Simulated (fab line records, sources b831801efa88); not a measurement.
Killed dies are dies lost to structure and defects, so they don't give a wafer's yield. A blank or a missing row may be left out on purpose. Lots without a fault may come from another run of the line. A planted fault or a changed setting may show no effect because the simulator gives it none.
Which tool did it? | flow sfq_line | 14 lots, 42 wafers sampled, at 1 step of a route of 325

WHAT THE GAUGES READ, wafer by wafer
SFQ_M5_OVL_MEAS_932. Usual: M5_OVL 2 nm, standard deviation 4.7.
lot  | measured     | on         | M5_OVL (nm) | flag
L410 | day 59 12:02 | overlay-01 | 6 1 9       |
L411 | day 59 18:59 | overlay-01 | 3 -1 -1     |
L412 | day 59 20:12 | overlay-01 | -1 -4 0     |
L413 | day 60 01:00 | overlay-01 | 9 5 2       |
L415 | day 65 02:19 | overlay-01 | 14 3 1      |
L416 | day 65 05:55 | overlay-01 | 6 2 8       |
L417 | day 65 10:43 | overlay-01 | 6 8 10      |
L419 | day 65 17:56 | overlay-02 | 9 13 -3     |
L421 | day 66 01:08 | overlay-02 | -4 -2 -2    |
L423 | day 66 07:07 | overlay-02 | 3 -1 -8     |
L429 | day 69 21:39 | overlay-02 | 7 1 6       |
L430 | day 70 09:38 | overlay-01 | 6 -4 -1     |
L431 | day 70 21:39 | overlay-02 | 1 -1 9      |
L432 | day 70 22:58 | overlay-02 | 5 3 4       |

WHICH TOOL RAN EACH LOT (tool, then ch and the chambers of the sampled wafers, then the start)
The record holds no process step before these readings.

WHAT THE TOOLS THEMSELVES READ (means of the sampled wafers that have a number; where no wafer has one, the mark that the record gives instead)
The record holds no such reading with a usual standard deviation.

THE ANSWER, worked out from the rows above alone
Rule: a lot is off if the mean of its wafers that have a number lies more than 3 standard deviations from the usual mean. A lot without any number at a reading at which 4 lots or more have one is off too. The other lots that the step has rows for count as sound. The gauges are gone through in route order, then the tools' own readings, and for those a lot's mean is taken as printed above. The first step at which some lot is off is used, and at that step the reading that is off furthest; a lot without a number counts as furthest.
No lot is off at any reading shown: from this, nothing can be told.

WHAT THE SIMULATOR HAD PUT IN
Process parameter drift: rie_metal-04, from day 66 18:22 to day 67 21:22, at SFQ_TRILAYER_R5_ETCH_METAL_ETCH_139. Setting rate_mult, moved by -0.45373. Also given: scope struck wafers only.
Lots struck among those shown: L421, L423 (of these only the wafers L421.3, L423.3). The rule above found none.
